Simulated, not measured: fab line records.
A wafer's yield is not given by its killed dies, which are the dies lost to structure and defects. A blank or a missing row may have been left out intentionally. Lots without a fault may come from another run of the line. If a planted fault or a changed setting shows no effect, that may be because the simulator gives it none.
One fault seen from 2 desks :: flow gf180mcu :: only its own numbers are on each desk; what lay behind them is given at the end

== AT THE TOOL OWNER'S DESK: lpcvd-02 ==
The tool's own readings at GF_STI_CVD_03 (deposits Si3N4 from DCS/NH3, target thk 207.16 nm, time 3551 s): means of the sampled wafers that have a number, for each lot that ran on this tool. Any lot whose mean is over 4 standard deviations away from the usual mean is out of limits and marked OUT; that distance is given in the brackets.
Columns: A = spikeTcBottomC at GF_STI_CVD_03, usual 787.8 C; B = susceptorTempC at GF_STI_CVD_03, usual 769.9 C
lot: L143
first seen here: day 2 12:34
A: 785.9
B: 769.8

lot: L146
first seen here: day 3 04:10
A: 786.2
B: 769.7

lot: L147
first seen here: day 3 08:34
A: 786.4
B: 770.2

lot: L148
first seen here: day 3 13:34
A: 790.7
B: 770.2

lot: L152
first seen here: day 4 09:46
A: 786.6
B: -
This desk's verdict: no lot among the 5 shows anything out of limits.

== METROLOGY DESK ==
Means of the sampled wafers that have a number, per lot and without regard to the tool the lot ran on: this is what the gauges read. Any lot whose mean is over 4 standard deviations away from the usual mean is out of limits and marked OUT; that distance is given in the brackets.
Columns: A = STI_OXIDATION_THK at GF_STI_THK_MEAS_02, usual 9.71 nm; B = STI_CVD_03_THK at GF_STI_THK_MEAS_04, usual 207.7 nm; C = VT_IMPLANT_03_OVL at GF_VT_IMPLANT_OVL_MEAS_40, usual 0.7 nm
lot: L138
first seen here: day 1 11:31
A: 9.55
B: 208.6
C: -0.1

lot: L139
first seen here: day 1 16:31
A: 9.73
B: 208.0
C: -1.0

lot: L140
first seen here: day 1 23:11
A: 9.50
B: 204.2
C: 2.0

lot: L141
first seen here: day 2 02:36
A: 9.59
B: 206.9
C: 1.1

lot: L143
first seen here: day 2 12:31
A: 9.87
B: 212.8
C: -0.8

lot: L146
first seen here: day 3 03:31
A: 9.47
B: 208.5
C: 0.3

lot: L147
first seen here: day 3 08:31
A: 9.80
B: 206.9
C: -0.4

lot: L148
first seen here: day 3 13:31
A: 9.58
B: 208.6
C: -0.1

lot: L151
first seen here: day 4 04:32
A: 9.53
B: 202.3
C: 1.2

lot: L152
first seen here: day 4 09:31
A: 9.58
B: 165.4 (-17) OUT
C: 0.3

lot: L160
first seen here: day 6 01:31
A: 10.00
B: 205.7
C: -1.5
Finding of this desk: L152 out of limits, first seen on L152 at day 4 11:44 (STI_CVD_03_THK at GF_STI_THK_MEAS_04). L138, L139, L140, L141, L143, L146, L147, L148, L151, L160: within limits.

== TAKEN TOGETHER ==
An alarm was possible from the metrology desk at day 4 11:44, on L152.
Nothing out of limits was seen by the tool owner's desk.
Tool owner's desk: L152 on record, inside its limits.
The lots listed all ran GF_STI_CVD_03 on lpcvd-02.

== WHAT THE SIMULATOR HAD PUT IN ==
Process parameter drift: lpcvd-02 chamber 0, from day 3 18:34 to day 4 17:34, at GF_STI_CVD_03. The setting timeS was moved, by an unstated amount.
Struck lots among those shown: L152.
Per desk, hours elapsed from the start of the fault to the first reading out of limits: for the metrology desk, 17.
